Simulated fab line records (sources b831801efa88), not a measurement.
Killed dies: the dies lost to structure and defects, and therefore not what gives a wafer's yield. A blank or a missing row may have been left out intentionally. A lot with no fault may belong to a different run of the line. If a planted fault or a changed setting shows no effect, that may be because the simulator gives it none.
Which of the tools did it? :: flow sky130 :: 14 lots with 42 wafers sampled at 3 steps, on a route of 708 steps

== WHAT EACH GAUGE READ, for each wafer ==
SKY_SD_N_RS_MEAS_16: uses a four-point probe to measure. Usual: for SD_N_RS the level is 68.56 ohm/sq and the standard deviation is 0.12.
lot: L378
measured: day 27 16:44
on: film-metro-03
SD_N_RS (ohm/sq): 68.73 68.59 68.65
flag: 

lot: L380
measured: day 28 17:58
on: film-metro-01
SD_N_RS (ohm/sq): 68.72 68.70 68.63
flag: 

lot: L382
measured: day 29 02:29
on: film-metro-02
SD_N_RS (ohm/sq): 68.78 68.62 68.70
flag: 

lot: L383
measured: day 29 17:46
on: film-metro-02
SD_N_RS (ohm/sq): 68.38 68.67 68.53
flag: 

lot: L385
measured: day 30 12:41
on: film-metro-02
SD_N_RS (ohm/sq): 68.67 68.55 68.51
flag: 

lot: L387
measured: day 31 07:18
on: film-metro-03
SD_N_RS (ohm/sq): 68.40 68.46 68.50
flag: 

lot: L392
measured: day 32 19:59
on: film-metro-01
SD_N_RS (ohm/sq): 68.85 68.77 68.70
flag: 

lot: L393
measured: day 32 23:19
on: film-metro-03
SD_N_RS (ohm/sq): 68.52 68.60 68.44
flag: 

lot: L394
measured: day 33 10:32
on: film-metro-02
SD_N_RS (ohm/sq): 68.56 68.73 68.73
flag: 

lot: L396
measured: day 33 19:37
on: film-metro-03
SD_N_RS (ohm/sq): 68.26 68.52 68.31
flag: 

lot: L395
measured: day 34 00:07
on: film-metro-03
SD_N_RS (ohm/sq): 68.59 68.65 68.65
flag: 

lot: L397
measured: day 34 15:55
on: film-metro-02
SD_N_RS (ohm/sq): 68.44 68.28 68.35
flag: 

lot: L400
measured: day 35 08:35
on: film-metro-03
SD_N_RS (ohm/sq): 68.64 68.39 68.51
flag: 

lot: L401
measured: day 35 12:02
on: film-metro-03
SD_N_RS (ohm/sq): 68.34 68.67 68.47
flag: 

SKY_LOCAL_INTERCONNECT_THK_MEAS_02: measures by xrf. Usual: for LOCAL_INTERCONNECT_TIN_THK the level is 99.5 nm and the standard deviation is 1.2.
lot: L378
measured: day 29 00:18
on: film-metro-04
LOCAL_INTERCONNECT_TIN_THK (nm): 97.7 99.3 98.6
flag: 

lot: L380
measured: day 30 00:25
on: film-metro-04
LOCAL_INTERCONNECT_TIN_THK (nm): 100.8 100.7 101.0
flag: 

lot: L382
measured: day 30 09:05
on: film-metro-04
LOCAL_INTERCONNECT_TIN_THK (nm): 99.7 100.3 98.2
flag: 

lot: L383
measured: day 31 00:09
on: film-metro-03
LOCAL_INTERCONNECT_TIN_THK (nm): 99.0 99.6 101.2
flag: 

lot: L385
measured: day 31 18:15
on: film-metro-01
LOCAL_INTERCONNECT_TIN_THK (nm): 99.0 100.0 99.1
flag: 

lot: L387
measured: day 32 12:58
on: film-metro-03
LOCAL_INTERCONNECT_TIN_THK (nm): 99.5 99.3 98.8
flag: 

lot: L392
measured: day 34 01:25
on: film-metro-03
LOCAL_INTERCONNECT_TIN_THK (nm): 101.8 100.8 101.7
flag: 

lot: L393
measured: day 34 04:11
on: film-metro-03
LOCAL_INTERCONNECT_TIN_THK (nm): 97.8 100.0 97.6
flag: 

lot: L394
measured: day 34 14:58
on: film-metro-03
LOCAL_INTERCONNECT_TIN_THK (nm): 100.2 100.1 98.7
flag: 

lot: L396
measured: day 35 00:16
on: film-metro-04
LOCAL_INTERCONNECT_TIN_THK (nm): 101.3 100.3 100.6
flag: 

lot: L395
measured: day 35 04:44
on: film-metro-04
LOCAL_INTERCONNECT_TIN_THK (nm): 99.8 100.2 101.1
flag: 

lot: L397
measured: day 35 21:13
on: film-metro-01
LOCAL_INTERCONNECT_TIN_THK (nm): 101.7 99.8 99.0
flag: 

lot: L400
measured: day 36 13:52
on: film-metro-04
LOCAL_INTERCONNECT_TIN_THK (nm): 102.0 99.6 101.1
flag: 

lot: L401
measured: day 36 17:44
on: film-metro-03
LOCAL_INTERCONNECT_TIN_THK (nm): 97.8 99.6 97.4
flag: 

SKY_LOCAL_INTERCONNECT_OVL_MEAS_12. Usual: for LOCAL_INTERCONNECT_OVL the level is 0 nm and the standard deviation is 5.5.
lot: L378
measured: day 30 05:03
on: overlay-01
LOCAL_INTERCONNECT_OVL (nm): -4 -9 -1
flag: 

lot: L380
measured: day 31 03:56
on: overlay-02
LOCAL_INTERCONNECT_OVL (nm): 0 3 1
flag: 

lot: L382
measured: day 31 12:13
on: overlay-02
LOCAL_INTERCONNECT_OVL (nm): 3 -6 -5
flag: 

lot: L383
measured: day 32 03:46
on: overlay-02
LOCAL_INTERCONNECT_OVL (nm): -2 2 -5
flag: 

lot: L385
measured: day 32 21:21
on: overlay-02
LOCAL_INTERCONNECT_OVL (nm): 2 3 7
flag: 

lot: L387
measured: day 33 16:25
on: overlay-02
LOCAL_INTERCONNECT_OVL (nm): -8 0 2
flag: 

lot: L392
measured: day 35 03:38
on: overlay-01
LOCAL_INTERCONNECT_OVL (nm): -5 -6 -5
flag: 

lot: L393
measured: day 35 06:42
on: overlay-01
LOCAL_INTERCONNECT_OVL (nm): -3 -7 -2
flag: 

lot: L394
measured: day 35 17:10
on: overlay-01
LOCAL_INTERCONNECT_OVL (nm): -8 0 -6
flag: 

lot: L396
measured: day 36 02:38
on: overlay-02
LOCAL_INTERCONNECT_OVL (nm): -3 -4 -3
flag: 

lot: L395
measured: day 36 07:33
on: overlay-02
LOCAL_INTERCONNECT_OVL (nm): -9 0 2
flag: 

lot: L397
measured: day 36 23:26
on: overlay-01
LOCAL_INTERCONNECT_OVL (nm): 2 3 2
flag: 

lot: L400
measured: day 37 16:09
on: overlay-01
LOCAL_INTERCONNECT_OVL (nm): -3 -6 -5
flag: 

lot: L401
measured: day 37 19:57
on: overlay-01
LOCAL_INTERCONNECT_OVL (nm): -11 -6 -15
flag: 

== WHAT TOOL EACH LOT RAN ON (gives the tool, then ch and the chambers of the sampled wafers, and finally the start) ==
Record: no process step prior to these readings.

== AS READ BY THE TOOLS THEMSELVES (means over the sampled wafers that have a number; for cases with no such wafer, the mark the record gives instead) ==
The record holds no such reading with a usual standard deviation.

== THE ANSWER, worked out from the rows above alone ==
Rule: a lot is off if the mean of its wafers that have a number lies more than 3 standard deviations from the usual mean. A lot without any number at a reading at which 4 lots or more have one is off too. All remaining lots with rows at the step are treated as sound. After the gauges, taken in route order, come the tools' own readings; for these a lot's mean is taken, as printed above. The first step at which some lot is off is used, and at that step the reading that is off furthest; a lot without a number counts as furthest.
Nothing can be told from this: no lot is off at any reading shown.

== WHAT THE SIMULATOR HAD INSERTED ==
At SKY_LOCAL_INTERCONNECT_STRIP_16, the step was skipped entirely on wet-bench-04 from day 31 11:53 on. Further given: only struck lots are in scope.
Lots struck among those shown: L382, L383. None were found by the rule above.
